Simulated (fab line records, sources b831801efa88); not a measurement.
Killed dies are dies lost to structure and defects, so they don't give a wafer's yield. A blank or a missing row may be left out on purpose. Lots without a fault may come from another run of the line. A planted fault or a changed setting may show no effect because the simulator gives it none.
fab line records | flow gf180mcu
record lots=5 wafers=15 last_day=34
route steps=602 shown CONTACT@296 M1@315
lots that met no fault: from a run of the same line without faults
start_h: hours from the record's first day to the start of the lot's first wafer shown | wait_h: hours since the lot's step before | " the same as in the row above | L1.1+2: a row that stands for several wafers | - no value, or no start given | * or withheld: withheld | < > ~ a bound
route shown NAME@n: a module of which the file shows steps, and the number in the route of the first | usual: mean/standard deviation of fault-free wafers | same: alike in all rows | chamber/n: place in a boat | sites: the reading at each site | _std_site: their standard deviation | _edge_site: outer sites' mean less inner sites' | radius_mm: how far each site lies from the wafer's centre | mask NAME#n: copy n | behind: the tool/chamber that last shaped the wafer | hold: why the lot was held/for how many hours/how that ended | device: the transistor (n, p or np) that didn't switch | end of line: the same wafers' tests at the end of the route | a step without rows: its recipe alone | killed: dies lost to structure and defects at the first sort, not the wafer's yield | map: a wafer's dies, x killed, . not, _ none there
set.NAME: the setting as run; set.NAME@STEP: as run at that earlier step | model.NAME: the simulator's own value behind a step, which no gauge read
lots at some steps of the route; a table a step, a row a wafer
services: from which hour (start_h, from the record's first day; less than 0 if before it) a tool's chamber was out of use, for how many hours, and why
## steps
# step GF_CONTACT_COAT_09
# recipe resist=KrF spin_rpm=withheld resist_thk_nm=1000
# columns lot.wafer tool chamber start_h wait_h
L079.2+5+6 litho_track-02 0 - -
L087.2+5+6 litho_track-02 0 - -
L088.2+5+6 litho_track-02 0 - -
L092.1+2+5 litho_track-01 0 - -
L096.1+3+6 litho_track-02 0 - -
# step GF_CONTACT_SOFTBAKE_10
# recipe temp_c=130 time_s=60 resist=KrF
# columns lot.wafer tool chamber start_h wait_h
L079.2+5+6 litho_track-02 0 - -
L087.2+5+6 litho_track-02 0 - -
L088.2+5+6 litho_track-02 0 - -
L092.1+2+5 litho_track-01 0 - -
L096.1+3+6 litho_track-02 0 - -
# step GF_CONTACT_EXPOSE_11
# recipe mask_id=Contact target_cd_nm=220 na=0.68 source_shape=conventional sigma_outer=0.6 dose_mj=38
# usual exposure_dose_mJ_cm2=38.07/0.2
# columns lot.wafer tool chamber start_h wait_h mask exposure_dose_mJ_cm2
L079.2 krf_scanner-02 0 - - Contact#0 37.83
L079.5 " 0 " " Contact#0 37.88
L079.6 " 0 " " Contact#0 37.82
L087.2 krf_scanner-02 0 - - Contact#0 37.83
L087.5 " 0 " " Contact#0 37.82
L087.6 " 0 " " Contact#0 37.84
L088.2 krf_scanner-01 0 - - Contact#0 38.25
L088.5 " 0 " " Contact#0 38.24
L088.6 " 0 " " Contact#0 38.30
L092.1 krf_scanner-01 0 - - Contact#0 38.25
L092.2 " 0 " " Contact#0 38.24
L092.5 " 0 " " Contact#0 38.22
L096.1 krf_scanner-01 0 - - Contact#0 38.27
L096.3 " 0 " " Contact#0 38.28
L096.6 " 0 " " Contact#0 38.22
# step GF_CONTACT_PEB_12
# recipe peb_temp_c=135 peb_time_s=91.29 resist=KrF
# usual plate_sensor_t_centre_C=136.13/0.0097 plate_sensor_t_edge_C=136.29/0.011
# columns lot.wafer tool chamber start_h wait_h plate_sensor_t_centre_C plate_sensor_t_edge_C
L079.2 litho_track-02 0 - - 136.14 136.3
L079.5 " 0 " " 136.13 136.29
L079.6 " 0 " " 136.12 136.32
L087.2 litho_track-02 0 - - 136.12 136.28
L087.5 " 0 " " 136.11 136.31
L087.6 " 0 " " 136.13 136.3
L088.2 litho_track-02 0 - - 136.11 136.28
L088.5 " 0 " " 136.14 136.3
L088.6 " 0 " " 136.14 136.29
L092.1 litho_track-03 0 - - 136.14 136.29
L092.2 " 0 " " 136.14 136.3
L092.5 " 0 " " 136.12 136.32
L096.1 litho_track-02 0 - - 136.14 136.28
L096.3 " 0 " " 136.15 136.3
L096.6 " 0 " " 136.14 136.3
# step GF_CONTACT_DEVELOP_13
# recipe develop_time_s=60 resist=KrF dev_temp_c=21
# usual developer_temp_C=20.97/0.11
# columns lot.wafer tool chamber start_h wait_h developer_temp_C
L079.2 litho_track-02 0 433.65 0.2 21.02
L079.5 " 0 " " 21.02
L079.6 " 0 " " 20.90
L087.2 litho_track-02 0 495.05 0.2 20.95
L087.5 " 0 " " 20.98
L087.6 " 0 " " 21.04
L088.2 litho_track-02 0 501.50 0.2 20.96
L088.5 " 0 " " 20.92
L088.6 " 0 " " 20.93
L092.1 litho_track-03 0 533.22 0.2 20.89
L092.2 " 0 " " 21.06
L092.5 " 0 " " 20.97
L096.1 litho_track-02 0 562.82 0.2 20.82
L096.3 " 0 " " 20.80
L096.6 " 0 " " 20.87
# step GF_CONTACT_CD_MEAS_14
# recipe target_cd_nm=220
# usual cd_nm=220.2/1.5
# columns lot.wafer tool chamber start_h wait_h cd_nm
L079.2 cd_sem-01 - 433.79 0.1 218.0
L079.5 " - " " 217.7
L079.6 " - " " 217.2
L087.2 cd_sem-02 - 495.19 0.1 219.4
L087.5 " - " " 219.1
L087.6 " - " " 219.8
L088.2 cd_sem-02 - 501.64 0.1 217.6
L088.5 " - " " 216.9
L088.6 " - " " 216.5
L092.1 cd_sem-02 - 533.37 0.1 221.7
L092.2 " - " " 221.9
L092.5 " - " " 219.4
L096.1 cd_sem-01 - 562.97 0.1 218.5
L096.3 " - " " 216.9
L096.6 " - " " 218.0
# step GF_CONTACT_OVL_MEAS_15
# usual CONTACT_OVL=-1/5
# columns lot.wafer tool chamber start_h wait_h CONTACT_OVL[nm]
L079.2 overlay-01 - 433.90 0.1 2
L079.5 " - " " -6
L079.6 " - " " -9
L087.2 overlay-02 - 495.30 0.1 1
L087.5 " - " " -6
L087.6 " - " " -2
L088.2 overlay-01 - 501.75 0.1 -3
L088.5 " - " " -5
L088.6 " - " " 0
L092.1 overlay-02 - 533.49 0.1 -9
L092.2 " - " " 3
L092.5 " - " " -7
L096.1 overlay-01 - 563.09 0.1 -4
L096.3 " - " " -2
L096.6 " - " " -1
# step GF_CONTACT_ETCH_16
# recipe chemistry=N2/H2 target_depth_a=withheld overetch_a=withheld time_s=withheld target=BARC ion_energy_ev=200 source_w=500 bias_w=100 pressure_mtorr=30 n2_flow_sccm=100 h2_flow_sccm=200
# usual drypump_motor_current_A=5.9/0.43 h2_flow_sccm=199.9/0.61 oes_product_au=0.854/0.0048 throttle_valve_pct=13.224/0.0088
# columns lot.wafer tool chamber start_h wait_h drypump_motor_current_A h2_flow_sccm oes_product_au throttle_valve_pct
L079.2 rie_diel-04 3 433.93 0.0 5.7 200.0 0.865 13.231
L079.5 " 2 " " 6.1 200.4 0.851 13.210
L079.6 " 1 " " 5.9 199.8 0.863 13.215
L087.2 rie_diel-04 0 495.33 0.0 5.2 198.7 0.857 13.244
L087.5 " 1 " " 5.9 199.0 0.856 13.220
L087.6 " 3 " " 5.8 200.1 0.854 13.199
L088.2 rie_diel-01 3 501.78 0.0 6.8 200.8 0.851 13.236
L088.5 " 0 " " 5.6 200.0 0.851 13.217
L088.6 " 1 " " 6.0 200.5 0.846 13.234
L092.1 rie_diel-04 2 533.52 0.0 6.1 200.2 0.859 13.218
L092.2 " 0 " " 5.2 200.9 0.855 13.239
L092.5 " 1 " " 6.0 200.6 0.848 13.217
L096.1 rie_diel-02 0 563.13 0.0 5.8 199.6 0.855 13.221
L096.3 " 1 " " 6.3 199.6 0.856 13.207
L096.6 " 0 " " 5.8 199.6 0.854 13.229
# step GF_CONTACT_ETCH_17
# recipe chemistry=C4F8/O2/Ar mask_material=KrF target=SiO2 stop_on=CoSi2 source_w=1500 bias_w=1200 pressure_mtorr=40 c4f8_flow_sccm=withheld O2_flow_sccm=6 Ar_flow_sccm=300 time_s=withheld target_depth_a=8600
# usual oes_product_au=0.815/0.0047
# columns lot.wafer tool chamber start_h wait_h oes_product_au
L079.2 rie_diel-04 3 - - 0.812
L079.5 " 2 " " 0.813
L079.6 " 1 " " 0.810
L087.2 rie_diel-04 0 - - 0.813
L087.5 " 1 " " 0.817
L087.6 " 3 " " 0.810
L088.2 rie_diel-01 3 - - 0.804
L088.5 " 0 " " 0.809
L088.6 " 1 " " 0.816
L092.1 rie_diel-04 2 - - 0.814
L092.2 " 0 " " 0.812
L092.5 " 1 " " 0.820
L096.1 rie_diel-02 0 - - 0.822
L096.3 " 1 " " 0.821
L096.6 " 0 " " 0.810
# step GF_CONTACT_STRIP_18
# recipe chemistry=O2/N2 power_w=1400 pressure_mtorr=1500 platen_temp_c=250 o2_flow_sccm=3000 n2_flow_sccm=300 overash_fraction=0.5
# usual drypump_motor_current_A=5.9/0.52 heater_power_w=325/13 oes_product_au=0.580/0.0047 platen_temp_c=250.01/0.19
# columns lot.wafer tool chamber start_h wait_h drypump_motor_current_A heater_power_w oes_product_au platen_temp_c rf_hours_counter_h
L079.2 plasma_asher-04 0 434.09 - 6.1 348 0.585 250.13 81
L079.5 " 0 " " 6.1 354 0.576 250.10 -
L079.6 " 1 " " 6.7 334 0.577 250.16 -
L087.2 plasma_asher-01 0 495.49 - 5.2 334 0.581 250.14 6
L087.5 " 0 " " 5.3 329 0.575 249.70 -
L087.6 " 1 " " 5.9 328 0.578 250.32 -
L088.2 plasma_asher-01 1 501.94 - 5.9 322 0.585 249.52 7
L088.5 " 0 " " 5.2 325 0.579 250.22 -
L088.6 " 1 " " 5.9 322 0.580 249.87 -
L092.1 plasma_asher-04 1 533.68 - 6.7 317 0.580 250.02 90
L092.2 " 0 " " 6.1 350 0.575 249.90 90
L092.5 " 1 " " 6.7 317 0.574 250.07 -
L096.1 plasma_asher-01 1 563.29 - 5.9 324 0.579 249.89 13
L096.3 " 0 " " 5.2 327 0.581 249.90 -
L096.6 " 0 " " 5.2 332 0.579 249.95 -
# step GF_CONTACT_CLEAN_19
# recipe chemistry=SPM
# columns lot.wafer tool chamber start_h wait_h
L079.2+5+6 wet_bench-03 1 434.19 0.1
L087.2+5+6 wet_bench-03 0 495.59 0.1
L088.2+5+6 wet_bench-04 2 502.04 0.1
L092.1+2+5 wet_bench-01 0 533.78 0.1
L096.1+3+6 wet_bench-03 1 563.39 0.1
# step GF_CONTACT_CLEAN_20
# recipe chemistry=DIW
# columns lot.wafer tool chamber start_h wait_h
L079.2+5+6 wet_bench-04 3 434.28 0.0
L087.2+5+6 wet_bench-01 3 495.68 0.0
L088.2+5+6 wet_bench-01 1 502.13 0.0
L092.1+2+5 wet_bench-03 2 533.88 0.0
L096.1+3+6 wet_bench-04 3 563.48 0.0
# step GF_CONTACT_CLEAN_21
# recipe chemistry=dHF time_s=20 dilution=100:1 dry=ipa_marangoni
# columns lot.wafer tool chamber start_h wait_h
L079.2+5+6 wet_bench-01 2 434.38 0.0
L087.2+5+6 wet_bench-03 1 495.77 0.0
L088.2+5+6 wet_bench-03 0 502.22 0.0
L092.1+2+5 wet_bench-01 0 533.97 0.0
L096.1+3+6 wet_bench-03 0 563.60 0.0
# step GF_CONTACT_SPUTTER_22
# recipe material=Ti target_thk_nm=15 chamber_pressure_pa=5 power_w=2500 substrate_temp_c=200 time_s=80.02
# usual throttle_valve_pct=29.4/1.1
# columns lot.wafer tool chamber start_h wait_h throttle_valve_pct
L079.2 pvd_sputter-03 - 434.39 0.0 31.3
L079.5 " - " " 27.7
L079.6 " - " " 31.5
L087.2 pvd_sputter-03 - 495.79 0.0 27.6
L087.5 " - " " 29.5
L087.6 " - " " 28.7
L088.2 pvd_sputter-03 - 502.24 0.0 31.4
L088.5 " - " " 28.7
L088.6 " - " " 27.5
L092.1 pvd_sputter-02 - 533.98 0.0 30.1
L092.2 " - " " 30.0
L092.5 " - " " 30.0
L096.1 pvd_sputter-03 - 563.62 0.0 29.9
L096.3 " - " " 28.9
L096.6 " - " " 29.4
# step GF_CONTACT_SPUTTER_23
# recipe material=TiN target_thk_nm=10 chamber_pressure_pa=5 power_w=4000 time_s=40
# usual throttle_valve_pct=29.4/1.1
# columns lot.wafer tool chamber start_h wait_h throttle_valve_pct
L079.2 pvd_sputter-03 - 434.46 0.0 31.6
L079.5 " - " " 27.9
L079.6 " - " " 32.0
L087.2 pvd_sputter-03 - 495.85 0.0 27.7
L087.5 " - " " 29.6
L087.6 " - " " 28.8
L088.2 pvd_sputter-03 - 502.30 0.0 31.4
L088.5 " - " " 28.8
L088.6 " - " " 27.6
L092.1 pvd_sputter-02 - 534.04 0.0 30.1
L092.2 " - " " 29.9
L092.5 " - " " 29.9
L096.1 pvd_sputter-03 - 563.68 0.0 30.1
L096.3 " - " " 28.8
L096.6 " - " " 29.7
# step GF_CONTACT_CVD_24
# recipe material=W target_thk_nm=300 time_s=90.339 temp_c=400 pressure_torr=40
# usual heater_power_w=875/22
# columns lot.wafer tool chamber start_h wait_h heater_power_w
L079.2 cvd_w-01 0 434.50 0.0 826
L079.5 " 1 " " 886
L079.6 " 0 " " 853
L087.2 cvd_w-01 0 495.89 0.0 835
L087.5 " 0 " " 847
L087.6 " 1 " " 903
L088.2 cvd_w-01 1 502.34 0.0 895
L088.5 " 1 " " 900
L088.6 " 0 " " 851
L092.1 cvd_w-02 0 534.08 0.0 872
L092.2 " 1 " " 854
L092.5 " 0 " " 872
L096.1 cvd_w-02 1 563.72 0.0 896
L096.3 " 1 " " 879
L096.6 " 0 " " 880
# step GF_CONTACT_RS_MEAS_25
# recipe thk_meas_gauge=four-point-probe reads=W_of_CONTACT_CVD_24+TiN_of_CONTACT_SPUTTER_23+Ti_of_CONTACT_SPUTTER_22
# usual CONTACT_W_RS=0.380/0.0047
# columns lot.wafer tool chamber start_h wait_h CONTACT_W_RS[ohm/sq]
L079.2 film_metro-03 - 434.62 0.1 0.384
L079.5 " - " " 0.378
L079.6 " - " " 0.386
L087.2 film_metro-01 - 496.01 0.1 0.387
L087.5 " - " " 0.382
L087.6 " - " " 0.375
L088.2 film_metro-04 - 502.46 0.1 0.369
L088.5 " - " " 0.371
L088.6 " - " " 0.381
L092.1 film_metro-04 - 534.18 0.1 0.390
L092.2 " - " " 0.383
L092.5 " - " " 0.386
L096.1 film_metro-04 - 563.82 0.1 0.379
L096.3 " - " " 0.383
L096.6 " - " " 0.382
# step GF_CONTACT_THK_MEAS_26
# recipe thk_meas_gauge=xrf reads=W_of_CONTACT_CVD_24
# usual CONTACT_W_THK=309/4.8
# columns lot.wafer tool chamber start_h wait_h CONTACT_W_THK[nm]
L079.2 film_metro-03 - 434.73 0.1 307
L079.5 " - " " 311
L079.6 " - " " 304
L087.2 film_metro-01 - 496.12 0.1 300
L087.5 " - " " 305
L087.6 " - " " 310
L088.2 film_metro-04 - 502.57 0.1 318
L088.5 " - " " 317
L088.6 " - " " 308
L092.1 film_metro-04 - 534.30 0.1 300
L092.2 " - " " 307
L092.5 " - " " 304
L096.1 film_metro-04 - 563.94 0.1 309
L096.3 " - " " 307
L096.6 " - " " 307
# step GF_CONTACT_CMP_27
# recipe stop_on=SiO2 down_force_psi=3.5 platen_rpm=60 t_overpolish_s=15 target_thk_nm=0 pad_velocity_m_s=0.94248
# usual motor_current_A=11.5/0.51 overpolish_run_s=15.000/0.0085 time_to_endpoint_s=71/4
# columns lot.wafer tool chamber start_h wait_h motor_current_A overpolish_run_s time_to_endpoint_s
L079.2 cmp-01 0 434.88 0.1 12.1 15.004 69
L079.5 " 2 " " 11.4 14.998 74
L079.6 " 3 " " 11.2 15.008 72
L087.2 cmp-02 1 496.22 0.1 10.6 15.002 70
L087.6 " 0 " " 12.2 15.009 80
L087.5 " 1 " " 10.5 15.004 71
L088.2 cmp-01 1 502.67 0.1 11.8 15.021 72
L088.5 " 0 " " 10.9 14.996 65
L088.6 " 1 " " 11.0 14.996 68
L092.1 cmp-02 3 534.36 0.1 12.2 15.008 77
L092.2 " 1 " " 10.8 15.004 73
L092.5 " 0 " " 13.0 14.993 79
L096.3 cmp-01 0 564.10 0.1 11.5 14.993 67
L096.1 " 2 " " 11.1 14.997 73
L096.6 " 0 " " 11.5 14.992 67
# step GF_M1_SPUTTER_00
# recipe material=Ti target_thk_nm=37.5 arriving_ion_energy_ev=80 substrate_temp_c=200 chamber_pressure_pa=2 power_w=4000 time_s=150
# usual throttle_valve_pct=29.5/1.2
# columns lot.wafer tool chamber start_h wait_h throttle_valve_pct
L079.2 pvd_sputter-01 - 435.08 0.1 30.3
L079.5 " - " " 31.3
L079.6 " - " " 30.2
L087.2 pvd_sputter-01 - 496.47 0.2 30.6
L087.5 " - " " 30.6
L087.6 " - " " 31.1
L088.2 pvd_sputter-01 - 502.92 0.2 30.2
L088.5 " - " " 30.2
L088.6 " - " " 30.9
L092.1 pvd_sputter-03 - 534.66 0.2 29.7
L092.2 " - " " 28.8
L092.5 " - " " 27.5
L096.1 pvd_sputter-03 - 564.40 0.1 28.8
L096.3 " - " " 31.5
L096.6 " - " " 28.6
# step GF_M1_SPUTTER_01
# recipe material=TiN target_thk_nm=30 power_w=6500 time_s=25 chamber_pressure_pa=0.4
# usual throttle_valve_pct=29.6/1.2
# columns lot.wafer tool chamber start_h wait_h throttle_valve_pct
L079.2 pvd_sputter-01 - 435.18 0.1 30.3
L079.5 " - " " 31.0
L079.6 " - " " 30.5
L087.2 pvd_sputter-01 - 496.57 0.1 30.2
L087.5 " - " " 30.4
L087.6 " - " " 31.2
L088.2 pvd_sputter-01 - 503.02 0.1 30.6
L088.5 " - " " 30.5
L088.6 " - " " 30.8
L092.1 pvd_sputter-03 - 534.76 0.1 29.7
L092.2 " - " " 28.8
L092.5 " - " " 27.6
L096.1 pvd_sputter-03 - 564.50 0.1 28.8
L096.3 " - " " 31.7
L096.6 " - " " 28.6
# step GF_M1_SPUTTER_02
# recipe material=AlCu target_thk_nm=450 power_w=10600 time_s=23.9 chamber_pressure_pa=0.4
# usual throttle_valve_pct=29.5/1.2
# columns lot.wafer tool chamber start_h wait_h throttle_valve_pct
L079.2 pvd_sputter-01 - 435.21 0.0 30.2
L079.5 " - " " 31.0
L079.6 " - " " 30.6
L087.2 pvd_sputter-01 - 496.60 0.0 30.7
L087.5 " - " " 30.6
L087.6 " - " " 30.9
L088.2 pvd_sputter-01 - 503.05 0.0 30.3
L088.5 " - " " 30.5
L088.6 " - " " 31.0
L092.1 pvd_sputter-03 - 534.79 0.0 29.6
L092.2 " - " " 29.0
L092.5 " - " " 27.6
L096.1 pvd_sputter-03 - 564.53 0.0 28.8
L096.3 " - " " 31.4
L096.6 " - " " 28.8
# step GF_M1_SPUTTER_03
# recipe material=Ti target_thk_nm=10 substrate_temp_c=300 chamber_pressure_pa=0.3 power_w=3000 time_s=6.7
# usual throttle_valve_pct=29.6/1.2
# columns lot.wafer tool chamber start_h wait_h throttle_valve_pct
L079.2 pvd_sputter-01 - 435.24 0.0 30.5
L079.5 " - " " 30.6
L079.6 " - " " 30.3
L087.2 pvd_sputter-01 - 496.63 0.0 30.1
L087.5 " - " " 30.4
L087.6 " - " " 31.2
L088.2 pvd_sputter-01 - 503.08 0.0 30.5
L088.5 " - " " 30.4
L088.6 " - " " 31.1
L092.1 pvd_sputter-03 - 534.82 0.0 29.5
L092.2 " - " " 28.6
L092.5 " - " " 27.8
L096.1 pvd_sputter-03 - 564.56 0.0 28.9
L096.3 " - " " 31.3
L096.6 " - " " 28.8
# step GF_M1_SPUTTER_04
# recipe material=TiN target_thk_nm=50 power_w=6500 time_s=41.7 chamber_pressure_pa=0.4
# usual throttle_valve_pct=29.6/1.2
# columns lot.wafer tool chamber start_h wait_h throttle_valve_pct
L079.2 pvd_sputter-01 - 435.26 0.0 30.5
L079.5 " - " " 30.9
L079.6 " - " " 30.2
L087.2 pvd_sputter-01 - 496.65 0.0 30.2
L087.5 " - " " 30.0
L087.6 " - " " 30.8
L088.2 pvd_sputter-01 - 503.10 0.0 30.4
L088.5 " - " " 30.4
L088.6 " - " " 30.9
L092.1 pvd_sputter-03 - 534.84 0.0 29.7
L092.2 " - " " 28.8
L092.5 " - " " 27.6
L096.1 pvd_sputter-03 - 564.58 0.0 28.7
L096.3 " - " " 31.4
L096.6 " - " " 28.7
# step GF_M1_RS_MEAS_05
# recipe thk_meas_gauge=four-point-probe reads=TiN_of_M1_SPUTTER_04+Ti_of_M1_SPUTTER_03+AlCu_of_M1_SPUTTER_02+TiN_of_M1_SPUTTER_01+Ti_of_M1_SPUTTER_00
# usual M1_ALCU_RS=0.0695/0.00069
# columns lot.wafer tool chamber start_h wait_h M1_ALCU_RS[ohm/sq]
L079.2 film_metro-01 - 435.32 0.0 0.0699
L079.5 " - " " 0.0704
L079.6 " - " " 0.0697
L087.2 film_metro-02 - 496.71 0.0 0.0707
L087.5 " - " " 0.0705
L087.6 " - " " 0.0703
L088.2 film_metro-01 - 503.16 0.0 0.0710
L088.5 " - " " 0.0708
L088.6 " - " " 0.0710
L092.1 film_metro-04 - 534.88 0.0 0.0690
L092.2 " - " " 0.0687
L092.5 " - " " 0.0689
L096.1 film_metro-01 - 564.62 0.0 0.0687
L096.3 " - " " 0.0687
L096.6 " - " " 0.0695
# step GF_M1_THK_MEAS_06
# recipe thk_meas_gauge=xrf reads=AlCu_of_M1_SPUTTER_02
# usual M1_ALCU_THK=456/5.9
# columns lot.wafer tool chamber start_h wait_h M1_ALCU_THK[nm]
L079.2 film_metro-01 - 435.43 0.1 452
L079.5 " - " " 448
L079.6 " - " " 450
L087.2 film_metro-02 - 496.82 0.1 447
L087.5 " - " " 448
L087.6 " - " " 449
L088.2 film_metro-01 - 503.27 0.1 441
L088.5 " - " " 446
L088.6 " - " " 444
L092.1 film_metro-04 - 535.00 0.1 462
L092.2 " - " " 467
L092.5 " - " " 466
L096.1 film_metro-01 - 564.74 0.1 456
L096.3 " - " " 459
L096.6 " - " " 454
# step GF_M1_DEHYDRATE_07
# recipe temp_c=200 time_s=60
# columns lot.wafer tool chamber start_h wait_h
L079.2+5+6 litho_track-01 0 447.23 11.8
L087.2+5+6 litho_track-02 0 508.45 11.6
L088.2+5+6 litho_track-04 0 514.34 11.1
L092.1+2+5 litho_track-01 0 545.85 10.8
L096.1+3+6 litho_track-01 0 574.40 9.7
# step GF_M1_HMDS_08
# recipe prime_time_s=60 prime_temp_c=120
# columns lot.wafer tool chamber start_h wait_h
L079.2+5+6 litho_track-01 0 447.38 0.1
L087.2+5+6 litho_track-02 0 508.60 0.1
L088.2+5+6 litho_track-04 0 514.49 0.1
L092.1+2+5 litho_track-01 0 546.00 0.1
L096.1+3+6 litho_track-01 0 574.55 0.1
# step GF_M1_COAT_09
# recipe resist=KrF spin_rpm=withheld resist_thk_nm=1000
# columns lot.wafer tool chamber start_h wait_h
L079.2+5+6 litho_track-01 0 447.53 0.1
L087.2+5+6 litho_track-02 0 508.75 0.1
L088.2+5+6 litho_track-04 0 514.64 0.1
L092.1+2+5 litho_track-01 0 546.15 0.1
L096.1+3+6 litho_track-01 0 574.70 0.1
# step GF_M1_SOFTBAKE_10
# recipe temp_c=130.9 time_s=60 resist=KrF
# columns lot.wafer tool chamber start_h wait_h
L079.2+5+6 litho_track-01 0 447.68 0.1
L087.2+5+6 litho_track-02 0 508.90 0.1
L088.2+5+6 litho_track-04 0 514.79 0.1
L092.1+2+5 litho_track-01 0 546.30 0.1
L096.1+3+6 litho_track-01 0 574.85 0.1
# step GF_M1_EXPOSE_11
# recipe mask_id=Metal1 target_cd_nm=230 na=0.68 source_shape=conventional sigma_outer=0.6 dose_mj=28
# usual exposure_dose_mJ_cm2=27.65/0.14
# columns lot.wafer tool chamber start_h wait_h mask exposure_dose_mJ_cm2
L079.2 krf_scanner-02 0 - - Metal1#0 27.50
L079.5 " 0 " " Metal1#0 27.54
L079.6 " 0 " " Metal1#0 27.54
L087.2 krf_scanner-02 0 - - Metal1#0 27.45
L087.5 " 0 " " Metal1#0 27.48
L087.6 " 0 " " Metal1#0 27.46
L088.2 krf_scanner-02 0 - - Metal1#0 27.53
L088.5 " 0 " " Metal1#0 27.55
L088.6 " 0 " " Metal1#0 27.49
L092.1 krf_scanner-01 0 - - Metal1#0 27.78
L092.2 " 0 " " Metal1#0 27.79
L092.5 " 0 " " Metal1#0 27.81
L096.1 krf_scanner-02 0 - - Metal1#0 27.54
L096.3 " 0 " " Metal1#0 27.49
L096.6 " 0 " " Metal1#0 27.48
# step GF_M1_PEB_12
# recipe peb_temp_c=135 peb_time_s=90 resist=KrF
# columns lot.wafer tool chamber start_h wait_h
L079.2+5+6 litho_track-04 0 - -
L087.2+5+6 litho_track-01 0 - -
L088.2+5+6 litho_track-02 0 - -
L092.1+2+5 litho_track-04 0 - -
L096.1+3+6 litho_track-04 0 - -
# step GF_M1_DEVELOP_13
# recipe develop_time_s=60 dev_temp_c=21
# usual developer_temp_C=20.99/0.098
# columns lot.wafer tool chamber start_h wait_h developer_temp_C
L079.2 litho_track-04 0 460.14 0.2 20.86
L079.5 " 0 " " 21.21
L079.6 " 0 " " 21.06
L087.2 litho_track-01 0 519.48 0.2 20.92
L087.5 " 0 " " 21.08
L087.6 " 0 " " 20.95
L088.2 litho_track-02 0 526.80 0.2 21.01
L088.5 " 0 " " 21.00
L088.6 " 0 " " 21.01
L092.1 litho_track-04 0 558.17 0.2 21.13
L092.2 " 0 " " 20.91
L092.5 " 0 " " 20.94
L096.1 litho_track-04 0 583.72 0.2 21.00
L096.3 " 0 " " 21.02
L096.6 " 0 " " 20.93
# step GF_M1_CD_MEAS_14
# recipe target_cd_nm=230
# usual cd_nm=230.0/1.1
# columns lot.wafer tool chamber start_h wait_h cd_nm
L079.2 cd_sem-01 - 460.29 0.1 229.6
L079.5 " - " " 230.7
L079.6 " - " " 230.7
L087.2 cd_sem-01 - 519.62 0.1 228.8
L087.5 " - " " 230.4
L087.6 " - " " 230.3
L088.2 cd_sem-01 - 526.94 0.1 230.6
L088.5 " - " " 230.0
L088.6 " - " " 230.9
L092.1 cd_sem-01 - 558.32 0.1 229.1
L092.2 " - " " 229.6
L092.5 " - " " 230.8
L096.1 cd_sem-01 - 583.87 0.1 230.4
L096.3 " - " " 230.8
L096.6 " - " " 230.0
# step GF_M1_OVL_MEAS_15
# usual M1_OVL=-2/5.9
# columns lot.wafer tool chamber start_h wait_h M1_OVL[nm]
L079.2 overlay-02 - 460.39 0.1 5
L079.5 " - " " -11
L079.6 " - " " 3
L087.2 overlay-02 - 519.73 0.1 0
L087.5 " - " " -3
L087.6 " - " " -7
L088.2 overlay-01 - 527.05 0.1 0
L088.5 " - " " -4
L088.6 " - " " -2
L092.1 overlay-02 - 558.44 0.1 -5
L092.2 " - " " -12
L092.5 " - " " 1
L096.1 overlay-02 - 583.99 0.1 -2
L096.3 " - " " 2
L096.6 " - " " 2
# step GF_M1_METAL_ETCH_16
# recipe chemistry=Cl2/BCl3 mask_material=KrF target_depth_nm=627.5 stop_on=SiO2 pressure_mtorr=8 icp_w=800 bias_w=140 Cl2_flow_sccm=80 bcl3_flow_sccm=40 time_s=104.6
# usual drypump_motor_current_A=5.7/0.45 he_backside_leak_sccm=3.27/0.17 oes_product_au=0.973/0.0062 throttle_valve_pct=28.248/0.0099
# columns lot.wafer tool chamber start_h wait_h drypump_motor_current_A he_backside_leak_sccm oes_product_au rf_hours_counter_h throttle_valve_pct
L079.2 rie_metal-01 0 460.42 0.0 5.9 3.19 0.970 6 28.254
L079.5 " 1 " " 5.5 3.36 0.958 - 28.260
L079.6 " 0 " " 5.9 3.25 0.975 - 28.249
L087.2 rie_metal-02 1 519.76 0.0 6.4 3.32 0.965 10 28.246
L087.5 " 1 " " 6.5 3.37 0.964 - 28.248
L087.6 " 0 " " 5.7 3.19 0.961 - 28.259
L088.2 rie_metal-03 0 527.08 0.0 5.1 3.03 0.964 3 28.255
L088.5 " 0 " " 5.1 3.33 0.957 - 28.254
L088.6 " 1 " " 6.2 3.24 0.962 - 28.257
L092.1 rie_metal-02 0 558.47 0.0 5.6 3.29 0.965 1 28.253
L092.2 " 1 " " 6.5 3.28 0.983 11 28.239
L092.5 " 0 " " 5.7 3.19 0.973 - 28.245
L096.1 rie_metal-01 1 584.02 0.0 5.5 3.58 0.974 11 28.257
L096.3 " 0 " " 5.9 3.11 0.986 - 28.244
L096.6 " 1 " " 5.5 3.45 0.965 - 28.242
## services
# columns tool chamber start_h hours kind
krf_scanner-01 - 400.32 0.8 repair
rie_diel-04 1 400.74 9.7 repair
cmp-01 - 404.28 4.0 pm
krf_scanner-01 - 407.70 0.2 repair
cmp-01 - 417.19 0.5 repair
krf_scanner-02 - 417.81 1.3 pm
krf_scanner-01 - 421.22 7.2 pm
plasma_asher-01 - 421.25 9.0 pm
wet_bench-03 - 422.60 1.1 repair
rie_diel-04 3 424.84 2.5 repair
rie_diel-04 3 435.81 56.5 repair
krf_scanner-01 - 440.05 0.8 pm
krf_scanner-01 - 453.87 4.1 repair
krf_scanner-02 - 464.24 1.0 pm
krf_scanner-02 - 484.09 4.0 pm
krf_scanner-02 - 489.40 1.0 repair
rie_diel-04 2 491.07 7.0 repair
krf_scanner-02 - 492.23 3.6 pm
krf_scanner-01 - 497.76 1.3 pm
krf_scanner-02 - 523.56 0.4 repair
krf_scanner-01 - 529.29 1.0 pm
pvd_sputter-01 - 539.03 2.9 repair
wet_bench-01 - 548.60 3.8 repair
krf_scanner-02 - 565.31 0.8 pm
## key
fault none
